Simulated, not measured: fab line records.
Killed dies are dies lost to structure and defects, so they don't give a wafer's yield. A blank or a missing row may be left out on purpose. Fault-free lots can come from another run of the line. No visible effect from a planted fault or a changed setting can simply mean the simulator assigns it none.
What tool caused it? -- flow gf180mcu -- Sampling: 13 lots, 39 wafers, 6 of 602 route steps

## WHAT THE GAUGES READ, wafer by wafer
GF_DUAL_GATE_OVL_MEAS_11.
lot,measured,on,DUAL_GATE_OVL (nm)
L663,day 8 16:21,overlay-01,0.0 0.1 0.0
L664,day 8 20:50,overlay-02,0.1 -1.5 0.3
L665,day 9 06:14,overlay-02,-2.1 -3.0 -1.1
L666,day 9 14:47,overlay-02,-1.0 -1.3 0.1
L667,day 9 16:35,overlay-02,-0.7 0.3 0.1
L668,day 9 20:20,overlay-02,-1.9 -0.7 -1.3
L675,day 12 02:35,overlay-01,1.2 -0.2 -0.1
L678,day 12 20:38,overlay-01,-1.8 0.0 -1.3
L680,day 13 11:06,overlay-01,-1.4 -1.0 -0.7
L681,day 13 17:12,overlay-02,-3.0 -2.6 -2.1
L683,day 14 05:50,overlay-02,-0.7 0.0 -1.2
L685,day 14 18:41,overlay-02,-0.1 1.3 -1.3
L686,day 15 00:31,overlay-01,-0.2 -2.0 -0.9

GF_HV_LDD_CD_MEAS_46: target cd 400 nm.
lot,measured,on,cd-nm (nm)
L663,day 12 19:07,cd-sem-01,400.4 400.2 402.0
L664,day 13 00:11,cd-sem-02,404.1 402.2 402.2
L665,day 13 09:59,cd-sem-01,398.9 398.5 397.8
L666,day 13 20:22,cd-sem-01,400.6 398.9 401.4
L667,day 14 01:16,cd-sem-01,399.3 399.8 397.6
L668,day 14 04:56,cd-sem-01,- - -
L675,day 16 17:58,cd-sem-01,400.2 401.5 402.7
L678,day 17 16:50,cd-sem-02,401.3 401.2 401.3
L680,day 18 10:19,cd-sem-02,402.4 403.2 401.6
L681,day 18 21:08,cd-sem-02,395.7 396.9 395.4
L683,day 19 07:07,cd-sem-02,394.0 392.9 393.4
L685,day 20 00:17,cd-sem-02,402.0 403.4 401.5
L686,day 20 02:32,cd-sem-02,401.6 399.9 399.4

GF_HV_LDD_TW_MEAS_50.
lot,measured,on,HV_LDD_4_TW
L663,day 12 19:31,film-metro-04,557 558 562
L664,day 13 00:36,film-metro-01,563 563 562
L665,day 13 10:23,film-metro-02,572 573 574
L666,day 13 20:47,film-metro-01,563 565 560
L667,day 14 01:40,film-metro-02,578 582 581
L668,day 14 05:21,film-metro-01,30 30 30
L675,day 16 18:23,film-metro-04,558 558 552
L678,day 17 17:15,film-metro-02,574 573 574
L680,day 18 10:42,film-metro-02,570 572 573
L681,day 18 21:31,film-metro-02,575 574 575
L683,day 19 07:32,film-metro-02,570 571 574
L685,day 20 00:41,film-metro-04,560 559 560
L686,day 20 02:56,film-metro-04,560 559 561

GF_NSD_OVL_MEAS_08.
lot,measured,on,NSD_OVL (nm)
L663,day 13 19:37,overlay-01,-2.0 -1.7 -2.1
L664,day 13 23:45,overlay-01,-2.0 -2.7 -1.2
L665,day 14 09:48,overlay-02,1.2 -0.1 -0.1
L666,day 14 21:16,overlay-02,-1.2 -4.1 -2.3
L667,day 15 02:43,overlay-02,1.9 1.6 1.7
L675,day 17 21:16,overlay-02,2.4 -0.3 0.5
L678,day 18 19:50,overlay-02,2.2 2.5 0.3
L680,day 19 14:37,overlay-02,0.5 1.8 -1.3
L681,day 20 01:43,overlay-02,-1.0 1.2 0.7
L683,day 20 11:31,overlay-02,-0.3 0.2 1.5
L685,day 21 03:44,overlay-01,-0.3 -0.2 2.3
L686,day 21 06:19,overlay-02,-1.0 -3.0 0.3

## EACH LOT AND THE TOOL THAT RAN IT (in order: tool; ch and the chambers of the sampled wafers; start)
lot,GF_DUAL_GATE_STRIP_13,GF_HV_LDD_EXPOSE_43
L663,"plasma-asher-01 ch 0,1, day 8 16:28","iline-stepper-02 ch 0, day 12 09:40"
L664,"plasma-asher-02 ch 0,1, day 8 20:58","iline-stepper-02 ch 0, day 12 14:05"
L665,"plasma-asher-02 ch 0,1, day 9 06:20","iline-stepper-02 ch 0, day 13 00:26"
L666,"plasma-asher-03 ch 0,1, day 9 15:00","iline-stepper-01 ch 0, day 13 10:42"
L667,"plasma-asher-03 ch 0, day 9 16:55","iline-stepper-02 ch 0, day 13 15:04"
L668,"plasma-asher-02 ch 0,1, day 9 20:27","iline-stepper-01 ch 0, day 13 19:28"
L675,"plasma-asher-01 ch 0, day 12 02:43","iline-stepper-01 ch 0, day 16 07:03"
L678,"plasma-asher-01 ch 1, day 12 20:46","iline-stepper-01 ch 0, day 17 05:28"
L680,"plasma-asher-01 ch 0,1, day 13 11:15","iline-stepper-01 ch 0, day 17 22:47"
L681,"plasma-asher-01 ch 0,1, day 13 17:20","iline-stepper-02 ch 0, day 18 08:51"
L683,"plasma-asher-01 ch 0,1, day 14 05:58","iline-stepper-01 ch 0, day 18 18:57"
L685,"plasma-asher-02 ch 0,1, day 14 18:48","iline-stepper-02 ch 0, day 19 11:43"
L686,"plasma-asher-01 ch 0,1, day 15 00:38","iline-stepper-02 ch 0, day 19 14:23"
- GF_DUAL_GATE_STRIP_13: strips in O2/N2.
- GF_HV_LDD_EXPOSE_43: exposes mask Pplus HV AREA, target cd 400 nm.

## AS READ BY THE TOOLS THEMSELVES (means over the sampled wafers that have a number; for cases with no such wafer, the mark the record gives instead)
GF_DUAL_GATE_STRIP_13.
lot,tool,drypump-motor-current-A (A),heater-power-w (W),oes-product-au (a.u.),strip-time-to-endpoint-s (s)
L663,plasma-asher-01,5.7,279,0.713,12.59
L664,plasma-asher-02,6.0,338,0.716,12.65
L665,plasma-asher-02,5.9,333,0.720,12.57
L666,plasma-asher-03,5.5,341,0.717,12.65
L667,plasma-asher-03,6.3,354,0.716,12.67
L668,plasma-asher-02,6.2,325,0.718,12.63
L675,plasma-asher-01,5.9,274,0.713,12.69
L678,plasma-asher-01,5.4,308,0.717,12.66
L680,plasma-asher-01,5.5,295,0.718,12.67
L681,plasma-asher-01,5.7,287,0.715,12.69
L683,plasma-asher-01,5.6,294,0.713,12.64
L685,plasma-asher-02,5.9,337,0.719,12.66
L686,plasma-asher-01,5.6,295,0.717,12.63

## THE ANSWER, worked out from the rows above alone
Rule: what is usual is taken from the lots themselves. The widest of any qualifying gaps counts: lots, ordered by their means at a reading, are off when they make up no more than a third of the lots, leave a main group of 4 or more, and stand apart from it by 3 or more times the standard deviation of that group's means. If all means in a main group match to the digits the tables above print for the reading, that group is not used. Also off: a lot with no number at a reading for which 4 or more lots have one. The other lots that the step has rows for count as sound. After the gauges, taken in route order, come the tools' own readings; for these a lot's mean is taken, as printed above. At the first step where some lot is off, the reading lying furthest off is the one used; lots without a number count as furthest.
Off: L668, at GF_HV_LDD_CD_MEAS_46 (cd-nm). Without a number there: L668. Mean 399.9 nm and standard deviation 2.7 in the main group.
If a tool, at a process step before that reading, ran all the lots that are off and no sound lot after the first of them, it fits. The gauges at GF_HV_LDD_CD_MEAS_46 aren't tried: what is off there is off at GF_HV_LDD_TW_MEAS_50 too, on other tools, and a gauge's error can't cause that. Of those tried, none fits.

## WHAT WAS PUT IN BY THE SIMULATOR
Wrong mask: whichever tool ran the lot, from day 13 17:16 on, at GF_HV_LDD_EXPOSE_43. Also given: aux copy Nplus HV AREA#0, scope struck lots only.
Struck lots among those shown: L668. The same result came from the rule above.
